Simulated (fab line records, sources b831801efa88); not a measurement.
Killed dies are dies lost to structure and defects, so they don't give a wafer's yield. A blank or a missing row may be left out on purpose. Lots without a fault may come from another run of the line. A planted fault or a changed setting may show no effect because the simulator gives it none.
A struck lot beside a sound one | flow sky130 | 38 steps out of a route of 708
Sound: wafers L432.3, L432.5, L432.6. Struck: wafers L434.1, L434.3, L434.4. The cause comes at the end.
At each step with rows: each side's tool, then ch and its chambers, then its first start. Under that, the readings that differ: sound wafers | struck wafers | difference of the means | sigmas: that difference in standard deviations of wafers without a fault.
alike: readings whose means differ by less than 2 such deviations, and words and numbers that are the same on both sides. not compared: withheld readings, readings that some wafer has no value for, bounds like >300 that may hide the same value, and numbers for which the record gives no deviation and whose values overlap.
The two part at a step that has a row with sigmas, a row that says differs or no value, or rows on one side only. Numbers that don't overlap but have no deviation are shown without sigmas and don't part them. A reading that every wafer of one side lacks parts them only if that side has two wafers or more.

first, 9 steps without rows for these wafers: SKY_VIA3_SPUTTER_20 (material TiN, target thk 20 nm, time 80 s); SKY_VIA3_CVD_21 (deposits W, target thk 390 nm, time 117.31 s); SKY_VIA3_CMP_24 (polishes, stops on SiO2, t overpolish 20 s, target thk 0 nm); SKY_METAL4_SPUTTER_00 (material Ti, target thk 15 nm, time 10 s); SKY_METAL4_SPUTTER_01 (material TiN, target thk 20 nm, time 16.7 s); SKY_METAL4_SPUTTER_02 (material AlCu, target thk 735 nm, time 39.1 s); SKY_METAL4_SPUTTER_03 (material Ti, target thk 5 nm, time 3.3 s); SKY_METAL4_SPUTTER_04 (material TiN, target thk 70 nm, time 58.3 s); SKY_CAP2M_CVD_00 (deposits SiO2, target thk 15.5 nm).
SKY_CAP2M_SPUTTER_02: material TiN, target thk 200 nm, time 166.7 s.
  sound on pvd_sputter-01, day 42 12:57; struck on pvd_sputter-01, day 42 18:55
  reading                                   | sound                | struck          | difference                    | sigmas
  susceptor_temp_C (C)                      | 299.81 300.14 299.56 | - - -           | no value on the struck wafers |
  model.TiN_of_CAP2M_SPUTTER_02.thk_nm (nm) | 201.6 201.6 200.3    | 168 170.2 168.8 | -32                           |
  alike: chamber_pressure_pa, throttle_valve_pct
SKY_CAP2M_RS_MEAS_03: measures by four-point-probe.
  sound on film_metro-01, day 42 13:06; struck on film_metro-01, day 42 19:02
  reading               | sound          | struck         | difference | sigmas
  CAP2M_TIN_RS (ohm/sq) | 6.85 6.85 6.91 | 8.28 8.15 8.22 | +1.35      | +15
SKY_CAP2M_THK_MEAS_04: measures by xrf.
  sound on film_metro-01, day 42 13:12; struck on film_metro-01, day 42 19:09
  reading            | sound             | struck            | difference | sigmas
  CAP2M_TIN_THK (nm) | 204.8 205.4 203.5 | 170.8 172.9 170.6 | -33.1      | -12
then, 7 steps without rows for these wafers: SKY_CAP2M_DEHYDRATE_05 (time 60 s); SKY_CAP2M_HMDS_06 (prime time 60 s); SKY_CAP2M_COAT_07 (resist thk 1140 nm); SKY_CAP2M_SOFTBAKE_08 (time 60 s); SKY_CAP2M_EXPOSE_09 (exposes mask CAP2M, target cd 1000 nm); SKY_CAP2M_PEB_10; SKY_CAP2M_DEVELOP_11 (develop time 60 s).
SKY_CAP2M_METAL_ETCH_13: etches TiN in Cl2/BCl3, stops on SiO2, target depth 220 nm, time 62.9 s.
  sound on rie_metal-02 ch 0,1, day 43 12:25; struck on rie_metal-01 ch 0,1, day 43 18:08
  reading                | sound                | struck               | difference | sigmas
  oes_product_au (a.u.)  | 0.944 0.948 0.940    | 0.855 0.856 0.850    | -0.090     | -12
  throttle_valve_pct (%) | 21.902 21.895 21.895 | 21.966 21.966 21.968 | +0.069     | +6
  alike: drypump_motor_current_A
  not compared: rf_hours_counter_h
then, 16 steps without rows for these wafers: SKY_CAP2M_STRIP_14 (strips in O2/N2); SKY_CAP2M_STRIP_15 (strips in post etch residue remover, time 1200 s); SKY_CAP2M_CLEAN_16 (cleans in IPA, time 180 s); SKY_CAP2M_CLEAN_17 (cleans in O3/DIW); SKY_METAL4_DEHYDRATE_05 (time 60 s); SKY_METAL4_HMDS_06 (prime time 60 s); SKY_METAL4_COAT_07 (resist thk 60 nm); SKY_METAL4_COAT_08 (resist thk 1140 nm); SKY_METAL4_SOFTBAKE_09 (time 90 s); SKY_METAL4_EXPOSE_10 (exposes mask MM4, target cd 300 nm); SKY_METAL4_PEB_11; SKY_METAL4_DEVELOP_12 (develop time 60 s); SKY_METAL4_DESCUM_15 (chemistry O2, time 8 s); SKY_METAL4_ETCH_16 (etches BARC in N2/H2, stops on SiO2, time 88.2 s, target depth 60 nm); SKY_METAL4_ETCH_17 (etches SiO2 in C4F8/O2/Ar, stops on TiN, time 3.9 s, target depth 15 nm); SKY_METAL4_METAL_ETCH_18 (etches the open film in Cl2/BCl3, stops on SiO2, target depth 845 nm, time 183.1 s).
SKY_METAL4_STRIP_20: strips in post etch residue remover, time 1200 s.
  sound on wet_bench-01 ch 3, day 44 12:44; struck on wet_bench-01 ch 3, day 44 17:53
  reading                                   | sound             | struck          | difference | sigmas
  model.TiN_of_CAP2M_SPUTTER_02.thk_nm (nm) | 200.7 200.8 199.4 | 167.2 169.3 168 | -32.1      |
  alike: bath_guard_temp_C, temp_c
-- the record jumps here: 4 days lie between the struck wafers' starts before and after (it left off in module METAL4 and takes up again in module PAD_OPEN, whose first step shown is number 708 of the route) --
SKY_PAD_OPEN_PROBE_99:
  sound on prober-01, day 48 04:15; struck on prober-02, day 48 10:00
  reading                           | sound             | struck            | difference | sigmas
  model.etest.cap_mim2.plate_ohm_sq | 5.997 5.901 6     | 7.161 7.02 7.085  | +1.123     |
  model.etest.cap_mim2.bv_v (V)     | 14.04 13.91 13.76 | 12.79 13.58 13.43 | -0.64      |
  alike: defect_limited_yield, killed_at_M0_to_M3, killed_at_M4_up, killed_at_contacts, killed_at_front_end, killed_at_other, killed_dies, killed_open, killed_short, sort_bin_3_pad_short, sort_bin_5_function, sort_bin_6_memory, sort_n_pass, sort_yield_pct
  not compared: model.etest.cap_mim2.leak_log10_a_cm2

WHERE THEY PART
First at SKY_CAP2M_SPUTTER_02; last, within this record, at SKY_CAP2M_METAL_ETCH_13. Later steps at which nothing parts them and some readings are alike: SKY_METAL4_STRIP_20, SKY_PAD_OPEN_PROBE_99.

WHY: what the simulator had put in
Process parameter drift: pvd_sputter-01, from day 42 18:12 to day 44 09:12, at SKY_CAP2M_SPUTTER_02. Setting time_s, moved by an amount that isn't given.
